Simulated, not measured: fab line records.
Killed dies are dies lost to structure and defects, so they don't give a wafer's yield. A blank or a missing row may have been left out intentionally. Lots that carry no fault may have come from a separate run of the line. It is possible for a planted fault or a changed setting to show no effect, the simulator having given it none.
fab line records -- flow sky130
[record] lots = 6, wafers = 18, last-day = 50
route steps=708 shown METAL3@567 VIA3@573
lots with no fault: from the same line, run without faults
start-h: start of the lot's first displayed wafer, in hours after the record's first day -- wait-h: hours elapsed since this lot's preceding step -- " repeats the value in the row above -- L1.1+2: one row covering several wafers at once -- - no value, or no start was given -- * or withheld: withheld -- < > ~ a bound
route shown NAME@n: names a module that has steps shown in the file, with the first one's number in the route -- usual: mean/standard deviation taken from wafers without a fault -- same: alike in all rows -- chamber/n: place in a boat -- sites: the reading at each site -- _std_site: standard deviation across them -- _edge_site: mean of outer sites minus mean of inner sites -- radius-mm: for every site, how far away it sits from the centre of the wafer -- mask NAME#n: copy n -- behind: the tool/chamber that last shaped the wafer -- hold: what put the lot on hold/how long, in hours/how the hold closed -- device: whichever transistor did not switch (one of n, p or np) -- end of line: tests run on the same wafers once the route is complete -- where a step has no rows: the recipe by itself -- killed: count of dies lost to structure and defects at first sort (not the wafer's yield) -- map: shows each die of a wafer: x if killed, . if not, _ if none is there
set.NAME: the run value of the setting; set.NAME@STEP: its run value at that earlier step -- model.NAME: the simulator's own value behind a step, which no gauge read
lots at some steps of the route; a table a step, a row a wafer
services: the hour from which a tool's chamber was out of use, counted from the record's first day as start-h (under 0 if before that day), plus the number of hours and why
[[steps]]
[step SKY_METAL3_ETCH_17]
[recipe] target = SiO2, stop-on = TiN, chemistry = C4F8/O2/Ar, source-w = 1500, bias-w = 1200, pressure-mtorr = 40, c4f8-flow-sccm = withheld, O2_flow_sccm = 6, Ar_flow_sccm = 300, time-s = 3.9, target-depth-a = 150
[usual] oes-product-au = 0.755/0.0067
lot.wafer,tool,chamber,start-h,wait-h,oes-product-au,rf-hours-counter-h
L848.2,rie-diel-03,2,908.71,0.1,0.756,5
L848.3,rie-diel-03,0,908.71,0.1,0.757,13
L848.5,rie-diel-03,3,908.71,0.1,0.764,-
L851.1,rie-diel-03,3,929.62,0.1,0.754,6
L851.3,rie-diel-03,1,929.62,0.1,0.758,16
L851.4,rie-diel-03,2,929.62,0.1,0.753,5
L858.1,rie-diel-03,1,987.81,0.1,0.745,18
L858.2,rie-diel-03,3,987.81,0.1,0.744,8
L858.6,rie-diel-03,3,987.81,0.1,0.755,-
L859.3,rie-diel-02,2,989.03,0.0,0.759,14
L859.4,rie-diel-02,1,989.03,0.0,0.754,22
L859.5,rie-diel-02,1,989.03,0.0,0.763,-
L860.1,rie-diel-01,0,993.98,0.1,0.749,15
L860.4,rie-diel-01,1,993.98,0.1,0.759,8
L860.5,rie-diel-01,0,993.98,0.1,0.771,-
L866.2,rie-diel-01,0,1041.54,0.1,0.758,17
L866.5,rie-diel-01,2,1041.54,0.1,0.759,-
L866.6,rie-diel-01,1,1041.54,0.1,0.764,-
[step SKY_METAL3_METAL_ETCH_18]
[recipe] target-depth-a = 8450, stop-on = SiO2, over-etch-frac = 0.3, time-s = 183.1, chemistry = Cl2/BCl3, resist-sidewall-deg = 88, pressure-mtorr = 10, icp-w = 900, bias-w = 48.5, Cl2_flow_sccm = 60, bcl3-flow-sccm = 30
[usual] drypump-motor-current-A = 5.29/0.12, oes-product-au = 0.867/0.0053, throttle-valve-pct = 22.266/0.0092
lot.wafer,tool,chamber,start-h,wait-h,drypump-motor-current-A,oes-product-au,rf-hours-counter-h,throttle-valve-pct
L848.2,rie-metal-02,0,908.73,0.0,5.33,0.868,14,22.266
L848.3,rie-metal-02,1,908.73,0.0,5.37,0.862,-,22.262
L848.5,rie-metal-02,1,908.73,0.0,5.35,0.874,-,22.263
L851.1,rie-metal-03,1,929.64,0.0,5.38,0.866,14,22.275
L851.3,rie-metal-03,0,929.64,0.0,5.15,0.864,-,22.252
L851.4,rie-metal-03,1,929.64,0.0,5.38,0.870,-,22.263
L858.1,rie-metal-02,1,987.83,0.0,5.36,0.875,15,22.261
L858.2,rie-metal-02,0,987.83,0.0,5.34,0.869,19,22.264
L858.6,rie-metal-02,1,987.83,0.0,5.36,0.867,-,22.255
L859.3,rie-metal-03,1,989.11,0.1,5.41,0.855,-,22.271
L859.4,rie-metal-03,0,989.11,0.1,5.14,0.865,-,22.258
L859.5,rie-metal-03,1,989.11,0.1,5.40,0.870,-,22.262
L860.1,rie-metal-03,1,994.00,0.0,5.43,0.874,17,22.249
L860.4,rie-metal-03,1,994.00,0.0,5.39,0.867,-,22.271
L860.5,rie-metal-03,0,994.00,0.0,5.14,0.865,-,22.267
L866.2,rie-metal-03,0,1041.56,0.0,5.13,0.859,11,22.255
L866.5,rie-metal-03,1,1041.56,0.0,5.40,0.871,-,22.267
L866.6,rie-metal-03,0,1041.56,0.0,5.13,0.869,-,22.269
[step SKY_METAL3_STRIP_19]
[recipe] chemistry = O2/N2, power-w = 1400, pressure-mtorr = 1500, platen-temp-c = withheld, o2-flow-sccm = 3000, n2-flow-sccm = 300, overash-fraction = 0.5
[usual] drypump-motor-current-A = 5.5/0.62, oes-product-au = 0.501/0.0059, strip-time-to-endpoint-s = 6.51/0.08
lot.wafer,tool,chamber,start-h,wait-h,drypump-motor-current-A,oes-product-au,rf-hours-counter-h,strip-time-to-endpoint-s
L848.2,plasma-asher-04,1,908.90,0.1,5.3,0.502,74,6.43
L848.3,plasma-asher-04,0,908.90,0.1,6.6,0.501,-,6.50
L848.5,plasma-asher-04,0,908.90,0.1,6.6,0.499,-,6.49
L851.1,plasma-asher-04,0,929.82,0.1,6.6,0.494,76,6.51
L851.3,plasma-asher-04,0,929.82,0.1,6.6,0.502,-,6.57
L851.4,plasma-asher-04,1,929.82,0.1,5.3,0.501,-,6.50
L858.1,plasma-asher-02,0,988.00,0.1,5.0,0.501,57,6.49
L858.2,plasma-asher-02,1,988.00,0.1,5.6,0.501,57,6.36
L858.6,plasma-asher-02,1,988.00,0.1,5.6,0.500,-,6.47
L859.3,plasma-asher-02,0,989.26,0.1,5.0,0.504,-,6.51
L859.4,plasma-asher-02,1,989.26,0.1,5.6,0.499,-,6.52
L859.5,plasma-asher-02,0,989.26,0.1,4.9,0.499,-,6.47
L860.1,plasma-asher-01,0,994.18,0.1,4.9,0.497,118,6.54
L860.4,plasma-asher-01,0,994.18,0.1,4.9,0.500,-,6.60
L860.5,plasma-asher-01,0,994.18,0.1,4.9,0.514,-,6.61
L866.2,plasma-asher-04,0,1041.74,0.1,6.6,0.509,89,6.67
L866.5,plasma-asher-04,1,1041.74,0.1,5.3,0.498,-,6.62
L866.6,plasma-asher-04,0,1041.74,0.1,6.6,0.520,-,6.66
[step SKY_METAL3_STRIP_20]
[recipe] chemistry = post-etch-residue-remover, time-s = 1200, temp-c = 72.5
[step SKY_METAL3_CLEAN_21]
[recipe] chemistry = IPA, time-s = 180, temp-c = 25
[step SKY_METAL3_CLEAN_22]
[recipe] chemistry = O3/DIW, dry = n2-spin
[step SKY_VIA3_HDPCVD_00]
[recipe] material = SiO2, target-thk-nm = 1635, sigma-open-frac = 0.3, time-s = 272.5, temp-c = 400, sih4-flow-sccm = 60, pressure-mtorr = 6
[step SKY_VIA3_THK_MEAS_01]
[recipe] reads = SiO2_of_VIA3_HDPCVD_00
[usual] VIA3_HDPCVD_THK = 1630/17
lot.wafer,tool,chamber,start-h,wait-h,VIA3_HDPCVD_THK[nm]
L848.2,film-metro-01,-,909.76,0.1,1640
L848.3,film-metro-01,-,909.76,0.1,1643
L848.5,film-metro-01,-,909.76,0.1,1670
L851.1,film-metro-04,-,930.68,0.1,1662
L851.3,film-metro-04,-,930.68,0.1,1649
L851.4,film-metro-04,-,930.68,0.1,1642
L858.1,film-metro-04,-,988.80,0.1,1620
L858.2,film-metro-04,-,988.80,0.1,1590
L858.6,film-metro-04,-,988.80,0.1,1622
L859.3,film-metro-04,-,990.43,0.1,1645
L859.4,film-metro-04,-,990.43,0.1,1638
L859.5,film-metro-04,-,990.43,0.1,1612
L860.1,film-metro-04,-,994.95,0.1,1654
L860.4,film-metro-04,-,994.95,0.1,1632
L860.5,film-metro-04,-,994.95,0.1,1643
L866.2,film-metro-04,-,1042.59,0.1,1603
L866.5,film-metro-04,-,1042.59,0.1,1587
L866.6,film-metro-04,-,1042.59,0.1,1593
[step SKY_VIA3_CMP_02]
[recipe] material = SiO2, down-force-psi = 4, platen-rpm = 60, pad-velocity-m-s = 0.94248
[usual] motor-current-A = 12.6/1.1
lot.wafer,tool,chamber,start-h,wait-h,motor-current-A
L848.3,cmp-02,0,909.81,0.0,12.3
L848.2,cmp-02,3,909.81,0.0,11.9
L848.5,cmp-02,0,909.81,0.0,13.4
L851.4,cmp-01,0,935.71,5.0,12.2
L851.3,cmp-01,1,935.71,5.0,12.7
L851.1,cmp-01,2,935.71,5.0,12.0
L858.2,cmp-02,2,989.31,0.5,10.6
L858.1,cmp-02,0,989.31,0.5,13.5
L858.6,cmp-02,1,989.31,0.5,14.0
L859.4,cmp-02,2,991.24,0.8,10.5
L859.3,cmp-02,3,991.24,0.8,12.4
L859.5,cmp-02,1,991.24,0.8,14.1
L860.4,cmp-02,3,995.01,0.0,12.0
L860.1,cmp-02,2,995.01,0.0,10.0
L860.5,cmp-02,0,995.01,0.0,13.1
L866.2,cmp-01,0,1043.00,0.4,12.7
L866.6,cmp-01,0,1043.00,0.4,12.5
L866.5,cmp-01,1,1043.00,0.4,12.3
[step SKY_VIA3_BOW_MEAS_03]
[recipe] mode = bow
[usual] VIA3_BOW = 82/8
lot.wafer,tool,chamber,start-h,wait-h,VIA3_BOW[um]
L848.2,film-metro-02,-,910.13,0.1,84
L848.3,film-metro-02,-,910.13,0.1,76
L848.5,film-metro-02,-,910.13,0.1,71
L851.1,film-metro-02,-,936.01,0.1,82
L851.3,film-metro-02,-,936.01,0.1,78
L851.4,film-metro-02,-,936.01,0.1,86
L858.1,film-metro-04,-,989.56,0.1,86
L858.2,film-metro-04,-,989.56,0.1,90
L858.6,film-metro-04,-,989.56,0.1,75
L859.3,film-metro-01,-,991.49,0.1,99
L859.4,film-metro-01,-,991.49,0.1,75
L859.5,film-metro-01,-,991.49,0.1,74
L860.1,film-metro-02,-,995.33,0.1,96
L860.4,film-metro-02,-,995.33,0.1,80
L860.5,film-metro-02,-,995.33,0.1,80
L866.2,film-metro-01,-,1043.32,0.3,78
L866.5,film-metro-01,-,1043.32,0.3,68
L866.6,film-metro-01,-,1043.32,0.3,86
[step SKY_VIA3_DEHYDRATE_04]
[recipe] temp-c = 200, time-s = 60
[step SKY_VIA3_HMDS_05]
[recipe] prime-time-s = 60, prime-temp-c = 120
[step SKY_VIA3_COAT_06]
[recipe] resist = BARC, temp-c = withheld, time-s = withheld, spin-rpm = 3000, resist-thk-nm = 60
[usual] spin-speed-rpm = 2999.9/1.6
lot.wafer,tool,chamber,start-h,wait-h,spin-speed-rpm
L848.2,litho-track-04,0,922.15,0.1,2997.8
L848.3,litho-track-04,0,922.15,0.1,3000.9
L848.5,litho-track-04,0,922.15,0.1,3000.3
L851.1,litho-track-01,0,945.87,0.1,3000.3
L851.3,litho-track-01,0,945.87,0.1,3001.2
L851.4,litho-track-01,0,945.87,0.1,2999.2
L858.1,litho-track-01,0,1000.17,0.1,3174.3
L858.2,litho-track-01,0,1000.17,0.1,3173.3
L858.6,litho-track-01,0,1000.17,0.1,3175.4
L859.3,litho-track-01,0,1002.32,0.1,3177.0
L859.4,litho-track-01,0,1002.32,0.1,3175.1
L859.5,litho-track-01,0,1002.32,0.1,3176.7
L860.1,litho-track-02,0,1007.65,0.1,3000.8
L860.4,litho-track-02,0,1007.65,0.1,2999.5
L860.5,litho-track-02,0,1007.65,0.1,3000.0
L866.2,litho-track-02,0,1053.72,0.1,2998.7
L866.5,litho-track-02,0,1053.72,0.1,2996.6
L866.6,litho-track-02,0,1053.72,0.1,2999.8
[step SKY_VIA3_COAT_07]
[recipe] resist = KrF-thick, spin-rpm = 3000, resist-thk-nm = 450
[step SKY_VIA3_SOFTBAKE_08]
[recipe] temp-c = 100, time-s = 90, resist = KrF-thick
[step SKY_VIA3_EXPOSE_09]
[recipe] mask-id = VIM3, na = 0.8, source-shape = annular, sigma-inner = 0.55, sigma-outer = 0.85, target-cd-nm = 200, dose-mj = 38
[step SKY_VIA3_PEB_10]
[recipe] peb-temp-c = withheld, peb-time-s = withheld, resist = KrF-thick
[step SKY_VIA3_DEVELOP_11]
[recipe] develop-time-s = 60, resist = KrF-thick, dev-temp-c = 21
[step SKY_VIA3_CD_MEAS_12]
[recipe] target-cd-nm = 200
[usual] cd-nm = 199.7/1.7
lot.wafer,tool,chamber,start-h,wait-h,cd-nm
L848.2,cd-sem-01,-,934.17,-,200.9
L848.3,cd-sem-01,-,934.17,-,201.1
L848.5,cd-sem-01,-,934.17,-,201.4
L851.1,cd-sem-01,-,959.62,-,197.5
L851.3,cd-sem-01,-,959.62,-,197.7
L851.4,cd-sem-01,-,959.62,-,197.1
L858.1,cd-sem-02,-,1012.05,-,200.3
L858.2,cd-sem-02,-,1012.05,-,198.0
L858.6,cd-sem-02,-,1012.05,-,200.1
L859.3,cd-sem-01,-,1013.94,-,200.9
L859.4,cd-sem-01,-,1013.94,-,201.2
L859.5,cd-sem-01,-,1013.94,-,201.2
L860.1,cd-sem-01,-,1018.12,-,199.3
L860.4,cd-sem-01,-,1018.12,-,198.9
L860.5,cd-sem-01,-,1018.12,-,199.2
L866.2,cd-sem-02,-,1064.74,-,202.2
L866.5,cd-sem-02,-,1064.74,-,201.7
L866.6,cd-sem-02,-,1064.74,-,202.5
[step SKY_VIA3_OVL_MEAS_13]
[usual] VIA3_OVL = -3/5.1
lot.wafer,tool,chamber,start-h,wait-h,VIA3_OVL[nm]
L848.2,overlay-02,-,934.27,0.1,-1
L848.3,overlay-02,-,934.27,0.1,0
L848.5,overlay-02,-,934.27,0.1,-2
L851.1,overlay-02,-,959.74,0.1,-10
L851.3,overlay-02,-,959.74,0.1,-7
L851.4,overlay-02,-,959.74,0.1,-10
L858.1,overlay-02,-,1012.17,0.1,-10
L858.2,overlay-02,-,1012.17,0.1,-5
L858.6,overlay-02,-,1012.17,0.1,-9
L859.3,overlay-02,-,1014.03,0.1,-6
L859.4,overlay-02,-,1014.03,0.1,-3
L859.5,overlay-02,-,1014.03,0.1,-10
L860.1,overlay-02,-,1018.24,0.1,-2
L860.4,overlay-02,-,1018.24,0.1,11
L860.5,overlay-02,-,1018.24,0.1,7
L866.2,overlay-02,-,1064.85,0.1,-4
L866.5,overlay-02,-,1064.85,0.1,-4
L866.6,overlay-02,-,1064.85,0.1,-9
[step SKY_VIA3_ETCH_14]
[recipe] chemistry = N2/H2, target = BARC, ion-energy-ev = 200, source-w = 500, bias-w = 100, pressure-mtorr = 30, n2-flow-sccm = 100, h2-flow-sccm = 200, stop-on = SiO2, time-s = 45.9, target-depth-a = 600
[usual] drypump-motor-current-A = 5.7/0.54, h2-flow-sccm = 200.0/0.6, oes-product-au = 0.855/0.0047, throttle-valve-pct = 13.226/0.0099
lot.wafer,tool,chamber,start-h,wait-h,drypump-motor-current-A,h2-flow-sccm,oes-product-au,rf-hours-counter-h,throttle-valve-pct,model.etch.depth-nm
L848.2,rie-diel-02,0,934.30,0.0,6.3,200.3,0.858,12,13.239,60.31
L848.3,rie-diel-02,2,934.30,0.0,5.7,200.1,0.853,12,13.214,60.23
L848.5,rie-diel-02,0,934.30,0.0,6.4,199.7,0.847,-,13.240,60.25
L851.1,rie-diel-02,0,959.77,0.0,6.4,199.2,0.856,13,13.239,59.9
L851.3,rie-diel-02,1,959.77,0.0,5.0,199.1,0.856,21,13.215,60
L851.4,rie-diel-02,3,959.77,0.0,5.4,201.2,0.853,24,13.220,59.81
L858.1,rie-diel-02,1,1012.20,0.0,5.0,199.9,0.842,23,13.239,58.66
L858.2,rie-diel-02,3,1012.20,0.0,5.4,199.7,0.851,26,13.227,58.49
L858.6,rie-diel-02,2,1012.20,0.0,5.7,199.0,0.835,-,13.220,58.63
L859.3,rie-diel-02,3,1014.05,0.0,5.4,199.7,0.840,26,13.220,58.75
L859.4,rie-diel-02,2,1014.05,0.0,5.7,201.1,0.843,-,13.217,58.72
L859.5,rie-diel-02,1,1014.05,0.0,5.0,199.7,0.845,-,13.207,58.78
L860.1,rie-diel-01,3,1018.28,0.0,6.5,199.7,0.852,6,13.225,60.08
L860.4,rie-diel-01,1,1018.28,0.0,5.1,200.9,0.858,9,13.219,60.02
L860.5,rie-diel-01,3,1018.28,0.0,6.5,200.6,0.855,-,13.230,60.29
L866.2,rie-diel-04,3,1064.88,0.0,5.3,199.8,0.852,27,13.207,59.96
L866.5,rie-diel-04,1,1064.88,0.0,5.2,199.0,0.865,-,13.235,59.96
L866.6,rie-diel-04,0,1064.88,0.0,6.0,200.5,0.861,-,13.209,59.8
[step SKY_VIA3_ETCH_15]
[recipe] target = SiO2, chemistry = C4F8/O2/Ar, target-depth-nm = 507, stop-on = TiN, mask-material = KrF-thick, source-w = 1500, bias-w = 1200, pressure-mtorr = 40, c4f8-flow-sccm = withheld, O2_flow_sccm = 6, Ar_flow_sccm = 300, time-s = 78
[usual] oes-product-au = 0.946/0.0047
lot.wafer,tool,chamber,start-h,wait-h,oes-product-au,rf-hours-counter-h
L848.2,rie-diel-02,0,934.35,0.0,0.944,12
L848.3,rie-diel-02,2,934.35,0.0,0.951,12
L848.5,rie-diel-02,0,934.35,0.0,0.955,-
L851.1,rie-diel-02,0,959.82,0.0,0.943,13
L851.3,rie-diel-02,1,959.82,0.0,0.941,21
L851.4,rie-diel-02,3,959.82,0.0,0.944,24
L858.1,rie-diel-02,1,1012.25,0.0,0.944,23
L858.2,rie-diel-02,3,1012.25,0.0,0.952,26
L858.6,rie-diel-02,2,1012.25,0.0,0.956,-
L859.3,rie-diel-02,3,1014.10,0.0,0.949,26
L859.4,rie-diel-02,2,1014.10,0.0,0.945,-
L859.5,rie-diel-02,1,1014.10,0.0,0.947,-
L860.1,rie-diel-01,3,1018.32,0.0,0.942,6
L860.4,rie-diel-01,1,1018.32,0.0,0.951,9
L860.5,rie-diel-01,3,1018.32,0.0,0.946,-
L866.2,rie-diel-04,3,1064.92,0.0,0.950,27
L866.5,rie-diel-04,1,1064.92,0.0,0.948,-
L866.6,rie-diel-04,0,1064.92,0.0,0.947,-
[[services]]
tool,chamber,start-h,hours,kind
rie-diel-02,3,890.81,4.0,repair
rie-diel-01,1,892.57,3.4,repair
rie-diel-04,2,900.20,23.7,repair
rie-metal-02,-,911.49,0.7,repair
cmp-02,-,914.81,5.0,pm
rie-diel-02,-,918.76,2.8,pm
cmp-01,-,920.84,4.0,pm
cmp-02,-,924.84,12.0,pm
cmp-01,-,929.32,5.5,repair
rie-diel-01,2,932.46,9.6,repair
rie-diel-01,-,948.90,2.8,pm
cmp-01,-,961.95,1.5,repair
rie-diel-02,2,971.74,6.4,repair
rie-diel-01,3,974.73,2.5,repair
cmp-01,-,977.06,7.3,pm
cmp-02,-,997.86,1.8,repair
rie-diel-02,0,1003.80,63.2,repair
rie-diel-01,2,1012.72,1.4,repair
rie-diel-03,0,1025.74,2.8,repair
rie-diel-03,3,1030.00,6.4,repair
rie-diel-02,1,1041.83,7.7,repair
rie-diel-01,0,1042.30,1.6,repair
rie-diel-03,1,1052.36,5.1,repair
plasma-asher-04,-,1058.49,2.7,repair
[[key]]
[first-sign] step = SKY_VIA3_COAT_06, reading = spin-speed-rpm, direction = up, sigmas = 99+, usual = 2999.9, struck = 3175.3
[effect] step = SKY_VIA3_ETCH_14, reading = oes-product-au, direction = down, sigmas = 2.7, usual = 0.855, struck = 0.843
[model-effect] step = SKY_VIA3_ETCH_14, value = etch.depth-nm, without = 60.35, struck = 58.67
met-at SKY_VIA3_COAT_06
struck-wafers L858.1,L858.2,L858.6,L859.3,L859.4,L859.5
sort-left-out L859.3,L859.4,L859.5
onset-between 945.87 1000.17
[fault] kind = process-parameter-drift, tool = litho-track-01, chamber = -, onset-h = 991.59, steps = SKY_VIA3_COAT_06, channel = spin-rpm, offset = 174.03, shape = step, end-h = 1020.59, acts-in = these-recipes-only, stated = 3000
// sort-left-out: the simulated sort isn't trusted on such a fault, so these wafers' sort isn't shown, and their yield isn't known
